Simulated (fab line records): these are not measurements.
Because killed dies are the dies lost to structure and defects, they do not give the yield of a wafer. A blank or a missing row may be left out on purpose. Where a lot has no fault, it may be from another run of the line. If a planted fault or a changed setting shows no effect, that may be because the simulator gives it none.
fab line records    flow sky130
[record] lots = 5  wafers = 15  lastDay = 50
route steps=708 shown METAL5@664
lots with no fault: from the same line, run without faults
startH: hours from the record's first day to the start of the lot's first wafer shown    waitH: how many hours have passed since the lot's step before this one    " identical to the entry in the row above    L1.1+2: a row that stands for several wafers    - value missing, or start not given    * or withheld: withheld    < > ~ a bound
route shown NAME@n: NAME is a module with steps in the file, n the number in the route of the first one    usual: mean/standard deviation of fault-free wafers    same: alike in all rows    chamber/n: place in a boat    sites: readings site by site    _std_site: standard deviation of those values    _edge_site: mean of outer sites minus mean of inner sites    radiusMm: for every site, how far away it sits from the centre of the wafer    mask NAME#n: copy n    behind: the most recent tool/chamber to have shaped the wafer    hold: why the lot was held/for how many hours/how that ended    device: whichever transistor did not switch (one of n, p or np)    end of line: tests run on the same wafers once the route is complete    a step without rows: its recipe alone    killed: at the first sort, the dies lost to defects and structure; wafer yield is something else    map: dies across one wafer; x = killed, . = not, _ = none there
set.NAME: the setting as run; set.NAME@STEP: as run at that earlier step    model.NAME: the simulator's own value behind a step, which no gauge read
lots seen at some steps along the route; tables by step, rows by wafer
services: the hour from which a tool's chamber was out of use, counted from the record's first day as startH (under 0 if before that day), plus the number of hours and why
[[steps]]
[step SKY_METAL5_SPUTTER_03]
[recipe] material = Ti  targetThkNm = 5  powerW = 3000  timeS = 3.3  chamberPressurePa = 0.4
[usual] throttleValvePct = 30.4/1.3
lot.wafer  tool           chamber  startH   waitH  throttleValvePct
L109.2     pvdSputter-01  -        1011.57  0.0    30.1
L109.3     "              -        "        "      28.9
L109.6     "              -        "        "      28.7
L112.3     pvdSputter-04  -        1039.03  0.0    32.4
L112.4     "              -        "        "      32.3
L112.6     "              -        "        "      30.6
L126.1     pvdSputter-04  -        1123.57  0.0    30.8
L126.3     "              -        "        "      32.4
L126.5     "              -        "        "      32.0
L127.2     pvdSputter-04  -        1131.85  0.0    30.7
L127.3     "              -        "        "      32.4
L127.4     "              -        "        "      31.0
L130.2     pvdSputter-01  -        1142.52  0.0    29.3
L130.5     "              -        "        "      28.8
L130.6     "              -        "        "      29.8
[step SKY_METAL5_SPUTTER_04]
[recipe] material = TiN  targetThkNm = 70  powerW = 6500  timeS = 58.3  chamberPressurePa = 0.4
[usual] throttleValvePct = 30.4/1.3
lot.wafer  tool           chamber  startH   waitH  throttleValvePct
L109.2     pvdSputter-01  -        1011.58  0.0    30.3
L109.3     "              -        "        "      28.6
L109.6     "              -        "        "      29.1
L112.3     pvdSputter-04  -        1039.05  0.0    32.3
L112.4     "              -        "        "      32.4
L112.6     "              -        "        "      30.7
L126.1     pvdSputter-04  -        1123.59  0.0    30.9
L126.3     "              -        "        "      32.1
L126.5     "              -        "        "      32.3
L127.2     pvdSputter-04  -        1131.87  0.0    30.8
L127.3     "              -        "        "      32.3
L127.4     "              -        "        "      31.2
L130.2     pvdSputter-01  -        1142.54  0.0    28.9
L130.5     "              -        "        "      28.7
L130.6     "              -        "        "      30.0
[step SKY_METAL5_RS_MEAS_05]
[recipe] thkMeasGauge = four-point-probe  reads = TiN_of_METAL5_SPUTTER_04+Ti_of_METAL5_SPUTTER_03+AlCu_of_METAL5_SPUTTER_02+TiN_of_METAL5_SPUTTER_01+Ti_of_METAL5_SPUTTER_00
[usual] METAL5_ALCU_RS = 0.02713/0.00026
lot.wafer  tool          chamber  startH   waitH  METAL5_ALCU_RS[ohm/sq]
L109.2     filmMetro-01  -        1011.65  0.0    0.02695
L109.3     "             -        "        "      0.02666
L109.6     "             -        "        "      0.02662
L112.3     filmMetro-02  -        1039.13  0.1    0.02702
L112.4     "             -        "        "      0.02702
L112.6     "             -        "        "      0.02705
L126.1     filmMetro-02  -        1123.64  0.0    0.02711
L126.3     "             -        "        "      0.02695
L126.5     "             -        "        "      0.02717
L127.2     filmMetro-01  -        1131.94  0.0    0.02714
L127.3     "             -        "        "      0.02702
L127.4     "             -        "        "      0.02695
L130.2     filmMetro-02  -        1142.61  0.0    0.02676
L130.5     "             -        "        "      0.02699
L130.6     "             -        "        "      0.02717
[step SKY_METAL5_THK_MEAS_06]
[recipe] thkMeasGauge = xrf  reads = AlCu_of_METAL5_SPUTTER_02
[usual] METAL5_ALCU_THK = 1144/12
lot.wafer  tool          chamber  startH   waitH  METAL5_ALCU_THK[nm]
L109.2     filmMetro-01  -        1011.76  0.1    1149
L109.3     "             -        "        "      1160
L109.6     "             -        "        "      1154
L112.3     filmMetro-02  -        1039.23  0.1    1149
L112.4     "             -        "        "      1156
L112.6     "             -        "        "      1150
L126.1     filmMetro-02  -        1123.76  0.1    1139
L126.3     "             -        "        "      1144
L126.5     "             -        "        "      1136
L127.2     filmMetro-01  -        1132.05  0.1    1142
L127.3     "             -        "        "      1150
L127.4     "             -        "        "      1161
L130.2     filmMetro-02  -        1142.72  0.1    1159
L130.5     "             -        "        "      1144
L130.6     "             -        "        "      1141
[step SKY_METAL5_DEHYDRATE_07]
[recipe] tempC = 200  timeS = 60
[step SKY_METAL5_HMDS_08]
[recipe] primeTimeS = 60  primeTempC = 120
[step SKY_METAL5_COAT_09]
[recipe] resist = NOVOLAK  spinRpm = 3000  resistThkNm = 1800
[step SKY_METAL5_SOFTBAKE_10]
[recipe] tempC = 90  timeS = 60  resist = NOVOLAK
[step SKY_METAL5_EXPOSE_11]
[recipe] maskId = MM5  na = 0.6  sourceShape = conventional  sigmaOuter = 0.6  polarization = unpolarized  targetCdNm = 1600  doseMj = 190
[step SKY_METAL5_PEB_12]
[recipe] tempC = withheld  timeS = *  resist = NOVOLAK
[step SKY_METAL5_DEVELOP_13]
[recipe] resist = NOVOLAK  developer = TMAH  developTimeS = 60  devTempC = 23
[step SKY_METAL5_DESCUM_14]
[recipe] chemistry = O2  sourcePowerW = 150  biasPowerW = 0  pressureMtorr = 10  tempC = 40  timeS = 11
[usual] drypumpMotorCurrentA = 5.8/0.41  oesProductAu = 0.997/0.0089
[same] biasPowerW = 0
lot.wafer  tool         chamber  startH   waitH  drypumpMotorCurrentA  oesProductAu  rfHoursCounterH
L109.2     rieMetal-02  1        1034.33  0.1    6.5                   0.996         13
L109.3     "            1        "        "      6.5                   0.992         -
L109.6     "            1        "        "      6.6                   0.995         -
L112.3     rieMetal-02  1        1060.99  0.1    6.6                   0.991         -
L112.4     "            0        "        "      5.8                   0.996         -
L112.6     "            0        "        "      5.8                   0.990         -
L126.1     rieMetal-04  0        1142.64  0.1    5.3                   0.996         23
L126.3     "            0        "        "      5.4                   0.992         -
L126.5     "            1        "        "      5.9                   0.988         -
L127.2     rieMetal-04  1        1149.63  0.1    5.9                   0.996         25
L127.3     "            0        "        "      5.3                   1.013         -
L127.4     "            1        "        "      5.9                   0.996         -
L130.2     rieMetal-02  0        1160.48  0.1    5.8                   0.986         30
L130.5     "            0        "        "      5.8                   0.992         -
L130.6     "            1        "        "      6.6                   0.997         -
[step SKY_METAL5_METAL_ETCH_15]
[recipe] targetDepthA = 12600  stopOn = SiO2  overEtchFrac = 0.2  timeS = 252  chemistry = Cl2/BCl3  resistSidewallDeg = 86  pressureMtorr = 10  icpW = 900  biasW = 48.5  Cl2_flow_sccm = 60  bcl3FlowSccm = 30
[usual] drypumpMotorCurrentA = 5.8/0.41  oesProductAu = 0.894/0.005  throttleValvePct = 22.264/0.0088
lot.wafer  tool         chamber  startH   waitH  drypumpMotorCurrentA  oesProductAu  rfHoursCounterH  throttleValvePct  model.METAL5.featureDepthNm  model.etch.depthNm  model.NOVOLAK_of_METAL5_COAT_09.thkNm
L109.2     rieMetal-02  1        1034.37  0.0    6.6                   0.908         13               22.261            1267                         1267                1045
L109.3     "            1        "        "      6.6                   0.895         -                22.261            1263                         1263                1037
L109.6     "            1        "        "      6.6                   0.894         -                22.262            1264                         1264                1045
L112.3     rieMetal-02  1        1061.09  0.1    6.5                   0.895         -                22.263            1260                         1260                1033
L112.4     "            0        "        "      5.8                   0.891         -                22.248            1262                         1262                1035
L112.6     "            0        "        "      5.8                   0.892         -                22.263            1263                         1263                1040
L126.1     rieMetal-04  0        1142.68  0.0    5.4                   0.890         23               22.249            1259                         1259                1034
L126.3     "            0        "        "      5.4                   0.901         -                22.273            1266                         1266                1037
L126.5     "            1        "        "      5.9                   0.893         -                22.254            1256                         1256                1046
L127.2     rieMetal-04  1        1149.67  0.0    5.8                   0.728         25               22.252            844.4                        844.4               1372
L127.3     "            0        "        "      5.3                   0.903         -                22.262            1261                         1261                1024
L127.4     "            1        "        "      5.8                   0.720         -                22.274            845.2                        845.2               1367
L130.2     rieMetal-02  0        1160.52  0.0    5.8                   0.883         30               22.262            1258                         1258                1050
L130.5     "            0        "        "      5.8                   0.893         -                22.261            1262                         1262                1050
L130.6     "            1        "        "      6.6                   0.896         -                22.271            1258                         1258                1054
[step SKY_METAL5_STRIP_16]
[recipe] chemistry = O2/N2  powerW = 1400  pressureMtorr = 1500  platenTempC = withheld  o2FlowSccm = 3000  n2FlowSccm = 300  overashFraction = 0.5
[usual] drypumpMotorCurrentA = 5.8/0.47  o2FlowSccm = 3001/9.6  oesProductAu = 0.711/0.0039  stripTimeToEndpointS = 13.12/0.12
lot.wafer  tool            chamber  startH   waitH  drypumpMotorCurrentA  o2FlowSccm  oesProductAu  rfHoursCounterH  stripTimeToEndpointS
L109.2     plasmaAsher-01  0        1034.60  0.2    5.1                   3003        0.716         124              13.19
L109.3     "               1        "        "      5.7                   2986        0.702         -                13.09
L109.6     "               1        "        "      5.7                   2991        0.708         -                13.21
L112.3     plasmaAsher-03  1        1061.28  0.1    5.8                   2980        0.711         -                13.07
L112.4     "               0        "        "      6.5                   2997        0.711         -                13.08
L112.6     "               0        "        "      6.5                   3004        0.713         -                13.14
L126.1     plasmaAsher-02  0        1142.91  0.2    5.3                   2998        0.706         72               13.05
L126.3     "               0        "        "      5.3                   3006        0.708         -                13.10
L126.5     "               1        "        "      6.1                   2988        0.713         -                13.21
L127.2     plasmaAsher-03  1        1149.90  0.2    5.8                   2985        0.712         39               16.87
L127.3     "               0        "        "      6.5                   3003        0.717         -                12.93
L127.4     "               1        "        "      5.8                   2991        0.711         -                16.82
L130.2     plasmaAsher-03  0        1160.75  0.2    6.5                   3009        0.714         40               13.25
L130.5     "               1        "        "      5.8                   2996        0.706         -                13.23
L130.6     "               0        "        "      6.5                   3011        0.713         -                13.25
[step SKY_METAL5_STRIP_17]
[recipe] chemistry = postEtchResidueRemover  timeS = 1200  tempC = 72.5
[[services]]
tool            chamber  startH   hours  kind
pvdSputter-01   1        994.19   -      consumableReplace:kit
pvdSputter-01   1        994.19   18.0   scheduledDown
pvdSputter-01   1        994.19   18.0   ventCycle
rieMetal-04     0        1010.45  2.2    repair
pvdSputter-04   -        1015.63  4.8    repair
plasmaAsher-01  -        1023.66  1.1    repair
plasmaAsher-03  -        1032.31  14.6   pm
pvdSputter-04   1        1039.09  -      consumableReplace:kit
pvdSputter-04   1        1039.09  18.0   scheduledDown
pvdSputter-04   1        1039.09  18.0   ventCycle
plasmaAsher-01  -        1055.32  9.0    pm
pvdSputter-01   -        1062.36  1.0    repair
pvdSputter-04   -        1067.57  9.5    repair
rieMetal-02     -        1082.17  2.8    pm
pvdSputter-01   0        1092.58  -      consumableReplace:kit
pvdSputter-01   0        1092.58  18.0   scheduledDown
pvdSputter-01   0        1092.58  18.0   ventCycle
pvdSputter-04   -        1095.05  11.3   repair
pvdSputter-01   -        1107.99  2.4    repair
pvdSputter-04   -        1141.89  13.0   repair
plasmaAsher-02  -        1153.55  17.1   repair
pvdSputter-04   0        1159.27  -      consumableReplace:kit
pvdSputter-04   0        1159.27  18.0   scheduledDown
pvdSputter-04   0        1159.27  18.0   ventCycle
[[key]]
[firstSign] step = SKY_METAL5_METAL_ETCH_15  reading = oesProductAu  direction = down  sigmas = 34  usual = 0.894  struck = 0.724
[effect] step = SKY_METAL5_STRIP_16  reading = stripTimeToEndpointS  direction = up  sigmas = 31  usual = *  struck = *
[modelEffect] step = SKY_METAL5_METAL_ETCH_15  value = METAL5.featureDepthNm  without = 1261  struck = 844.8
metAt SKY_METAL5_METAL_ETCH_15
struckWafers L127.2,L127.4
laterRowsLeftOut L127.2,L127.4
sortLeftOut L127.2,L127.4
onsetBetween 1142.68 1149.67
[fault] kind = processParameterDrift  tool = rieMetal-04  chamber = 1  onsetH = 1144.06  steps = SKY_METAL5_METAL_ETCH_15  channel = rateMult  offset = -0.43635  shape = step  endH = 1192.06
// sortLeftOut: the simulated sort isn't trusted on such a fault, so these wafers' sort isn't shown, and their yield isn't known
// laterRowsLeftOut: the simulator's readings of these wafers behind a module that went badly wrong aren't trusted and aren't shown, but for the sort
